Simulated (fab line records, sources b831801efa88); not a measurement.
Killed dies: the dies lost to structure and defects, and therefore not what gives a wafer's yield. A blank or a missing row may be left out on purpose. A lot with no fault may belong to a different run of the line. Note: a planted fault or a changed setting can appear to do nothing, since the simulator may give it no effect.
A struck lot beside a sound one ; flow sky130 ; 21 out of 708 route steps
Sound: these wafers, L961.1, L961.4, L961.5. The struck wafers were L970.1, L970.3, L970.4. Last of all comes the cause.
For every step that has rows: the tool of each side, followed by ch and its chambers, followed by its first start. Under that, the readings that differ: sound wafers ; struck wafers ; difference of the means ; sigmas: that difference in standard deviations of wafers without a fault.
alike: words and numbers the same on both sides, and readings whose means are apart by under 2 such deviations; not compared: readings that were withheld, readings missing a value for some wafer, numbers with overlapping values and no deviation given by the record, and bounds like >300 which may hide the same value.
The two part at a step that has a row with sigmas, a row that says differs or no value, or rows on one side only. When numbers do not overlap yet have no deviation, they are printed without sigmas and do not part them. Lack of a reading on every wafer of one side parts them only where that side has two or more wafers.

first, 3 steps without rows for these wafers: SKY_VT_ADJUST_HVTP_EXPOSE_04 (exposes mask HVTPM, target cd 380 nm); SKY_VT_ADJUST_HVTP_PEB_05; SKY_VT_ADJUST_HVTP_DEVELOP_06 (develop time 60 s).
SKY_VT_ADJUST_HVTP_CD_MEAS_07: the cd target is 380 nm.
  struck on cd sem-02, day 9 19:47; sound on cd sem-01, day 7 02:22
  alike: cd nm
SKY_VT_ADJUST_HVTP_OVL_MEAS_08:
  struck on overlay-02, day 9 19:55; sound on overlay-02, day 7 02:29
  alike: VT_ADJUST_HVTP_OVL
following that, these wafers have no rows for 1 step: SKY_VT_ADJUST_HVTP_IMPLANT_09.
SKY_VT_ADJUST_HVTP_STRIP_10: strips in O2/N2.
  sound on plasma asher-01 ch 0, day 7 02:40; struck on plasma asher-02 ch 0,1, day 9 20:05
reading;sound;struck;difference;sigmas
strip time to endpoint s (s);14.14 14.14 14.12;14.18 14.26 14.22;+0.09;+2
  alike: drypump motor current A, oes product au
  not compared: rf hours counter h
SKY_VT_ADJUST_HVTP_TW_MEAS_11:
  struck on film metro-03, day 9 20:11; sound on film metro-03, day 7 02:46
  alike: VT_ADJUST_HVTP_TW
then, 4 steps without rows for these wafers: SKY_VT_ADJUST_LVTN_DEHYDRATE_00 (time 60 s); SKY_VT_ADJUST_LVTN_HMDS_01 (prime time 60 s); SKY_VT_ADJUST_LVTN_COAT_02 (resist thk 3000 nm); SKY_VT_ADJUST_LVTN_SOFTBAKE_03.
SKY_VT_ADJUST_LVTN_EXPOSE_04: exposes mask NWM COMPLEMENT LESS NATIVE, target cd 840 nm.
  sound on iline stepper-02 ch 0, day 7 13:14; struck on iline stepper-01 ch 0, day 10 07:22
reading;sound;struck;difference;sigmas
mask;NWM_COMPLEMENT_LESS_NATIVE#0 NWM_COMPLEMENT_LESS_NATIVE#0 NWM_COMPLEMENT_LESS_NATIVE#0;HVTPM#0 HVTPM#0 HVTPM#0;differs;
then, 2 steps without rows for these wafers: SKY_VT_ADJUST_LVTN_PEB_05; SKY_VT_ADJUST_LVTN_DEVELOP_06 (develop time 60 s).
SKY_VT_ADJUST_LVTN_OVL_MEAS_07:
  struck on overlay-01, day 10 17:53; sound on overlay-01, day 7 22:57
reading;sound;struck;difference;sigmas
VT_ADJUST_LVTN_OVL (nm);0.9 -0.8 0.8;- - -;no value on the struck wafers;
following that, these wafers have no rows for 1 step: SKY_VT_ADJUST_LVTN_IMPLANT_08.
SKY_VT_ADJUST_LVTN_STRIP_09: strips in O2/N2.
  sound on plasma asher-03 ch 0,1, day 7 23:08; struck on plasma asher-02 ch 0,1, day 10 18:04
reading;sound;struck;difference;sigmas
drypump motor current A (A);6.0 5.8 5.8;5.0 5.0 4.9;-0.9;-2
  alike: oes product au, strip time to endpoint s
  not compared: rf hours counter h
SKY_VT_ADJUST_LVTN_TW_MEAS_10:
  struck on film metro-01, day 10 18:10; sound on film metro-02, day 7 23:14
reading;sound;struck;difference;sigmas
VT_ADJUST_LVTN_TW;241.1 240.4 240.3;30.0 30.0 30.0;-210.6;-81
then, 1 step without rows for these wafers: SKY_VT_ADJUST_LVTN_DEHYDRATE_11 (time 60 s).
-- a jump in the record: the struck wafers' starts before and after are 38 days apart (it breaks off in module VT_ADJUST_LVTN and resumes in module PAD_OPEN, where the first step shown is number 708 of the route) --
SKY_PAD_OPEN_PROBE_99:
  struck on prober-02, day 49 05:04; sound on prober-01, day 46 15:55
reading;sound;struck;difference;sigmas
model.etest.tip p.rs ohm sq;7016 6983 7057;6457 6479 6484;-545;
model.etest.pfet_01v8.r on ohm um;2910 2886 2893;2687 2712 2652;-213;
model.etest.nfet_01v8_lvt.drive ua um;574.8 584 571.1;632.7 629.3 633.1;+55.1;
model.etest.nfet_01v8.drive ua um;503.9 523 495.9;545 546.3 547.1;+39;
model.etest.nfet_01v8_turned.drive ua um;505.7 519.9 500.2;547.2 545.1 539.6;+35.4;
model.etest.nfet_01v8_swapped.drive ua um;506.6 523 498;546.2 542.3 543.6;+34.8;
model.etest.pfet_01v8.drive ua um;188.8 193.6 188.5;221.5 218 223.2;+30.6;
model.etest.pfet_01v8_mvt.drive ua um;148.2 152.1 149.4;178.5 177.3 180.9;+29.0;

== WHERE THEY PART ==
Earliest at SKY_VT_ADJUST_HVTP_STRIP_10; latest, in this record, at SKY_VT_ADJUST_LVTN_TW_MEAS_10.

WHY: what had been put in by the simulator
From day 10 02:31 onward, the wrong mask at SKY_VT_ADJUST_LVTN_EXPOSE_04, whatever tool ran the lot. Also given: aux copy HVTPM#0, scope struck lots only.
